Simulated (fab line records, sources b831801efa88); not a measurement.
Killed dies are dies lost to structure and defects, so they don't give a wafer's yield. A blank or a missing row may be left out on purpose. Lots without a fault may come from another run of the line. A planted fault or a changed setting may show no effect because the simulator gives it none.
Split-lot experiment | flow sky130 | 5 lots, 23 wafers read, on a route of 708 steps

THE SPLIT
At SKY_LDD_N_IMPLANT_09, the setting energy_kev was moved away from the recipe's 20 on 5 of the 23 wafers read, by -1.6% to +5.0%. The other wafers ran this setting at the recipe's value.

The reading is taken at the split's own step.

THE READING
implant.drp_nm (the simulator's own value, which no gauge read), in nm, at SKY_LDD_N_IMPLANT_09. The file gives no usual value for it.

wafer  | tool, chamber at the split | energy_kev as run | against the recipe | implant.drp_nm, nm | against lot-mates on the recipe
L079.1 | implanter-01, 0            | 20                | recipe             | 7.212              | -
L079.2 | implanter-01, 0            | 20                | recipe             | 7.212              | -
L079.3 | implanter-01, 0            | 20                | recipe             | 7.212              | -
L079.4 | implanter-01, 0            | 21.01             | +5.0%              | 7.463              | +0.251
L079.6 | implanter-01, 0            | 21.01             | +5.0%              | 7.463              | +0.251
L080.1 | implanter-04, 0            | 20                | recipe             | 7.212              | -
L080.2 | implanter-04, 0            | 20                | recipe             | 7.212              | -
L080.4 | implanter-04, 0            | 20                | recipe             | 7.212              | -
L080.5 | implanter-04, 0            | 20                | recipe             | 7.212              | -
L080.6 | implanter-04, 0            | 20                | recipe             | 7.212              | -
L081.1 | implanter-01, 0            | 20                | recipe             | 7.212              | -
L081.2 | implanter-01, 0            | 20                | recipe             | 7.212              | -
L081.3 | implanter-01, 0            | 20                | recipe             | 7.212              | -
L084.2 | implanter-03, 0            | 20                | recipe             | 7.212              | -
L084.3 | implanter-03, 0            | 20                | recipe             | 7.212              | -
L084.4 | implanter-03, 0            | 20                | recipe             | 7.212              | -
L084.5 | implanter-03, 0            | 20                | recipe             | 7.212              | -
L084.6 | implanter-03, 0            | 20                | recipe             | 7.212              | -
L085.1 | implanter-01, 0            | 20                | recipe             | 7.212              | -
L085.5 | implanter-01, 0            | 20                | recipe             | 7.212              | -
L085.2 | implanter-01, 0            | 19.68             | -1.6%              | 7.131              | -0.081
L085.3 | implanter-01, 0            | 19.68             | -1.6%              | 7.131              | -0.081
L085.6 | implanter-01, 0            | 19.68             | -1.6%              | 7.131              | -0.081

THE FIT
A straight line over all 23 wafers: implant.drp_nm changes by +0.0498 nm for each +1% of energy_kev; r = +1.00; the points scatter about the line by 0.00046 nm.
The same after taking each lot's own level away (the mean of its wafers on the recipe; 23 wafers): +0.0498 nm for each +1%; r = +1.00; scatter 0.00046 nm.
On that fit, the largest move of energy_kev shifts the reading by 0.25 nm.
The lots' own levels span 7.2120 to 7.2120 nm.
So the lot-to-lot level changes the slope little: the two slopes agree.
Check: with one of the wafers moved furthest among these (+5.0%) left out of the fit, the line predicts +0.252 nm for it against its lot-mates. It came out at +0.251 nm against them.

OTHER SPLITS ON THESE WAFERS
These wafers also went through other splits before the reading. Each is held against what the fit with the lots' levels taken away leaves over:
other split on the same wafers       | wafers away from the commonest value | r with implant.drp_nm (lot level and that fit taken away)
SKY_VT_ADJUST_HVTR_EXPOSE_04 dose_mj | 9                                    | +0.27
SKY_SONOS_TUNNEL_SOFTBAKE_03 temp_c  | 9                                    | -0.24
SKY_SONOS_ONO_CVD_04 time_s          | 10                                   | -0.60
SKY_SONOS_ONO_COAT_08 spin_rpm       | 7                                    | -0.11
SKY_GATE_OXIDE_CLEAN_15 time_s       | 10                                   | -0.54
SKY_POLY_GATE_CVD_03 pressure_mtorr  | 10                                   | -0.49
SKY_POLY_GATE_OXIDATION_20 ox_time_s | 18                                   | -0.54

THE WHOLE CHAIN: every reading that the file lists as answering this split, in the file's order
step                 | what it does | reading                                                         | change (the file's fit)                | r (the file's)
SKY_LDD_N_IMPLANT_09 |              | implant.rp_nm (the simulator's own value, which no gauge read)  | +0.12 nm for each +1% of the setting   | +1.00
SKY_LDD_N_IMPLANT_09 |              | implant.drp_nm (the simulator's own value, which no gauge read) | +0.0498 nm for each +1% of the setting | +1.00

THE FILE'S OWN FIT
implant.drp_nm changes by +0.0498 nm for each +1% of energy_kev, r = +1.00.
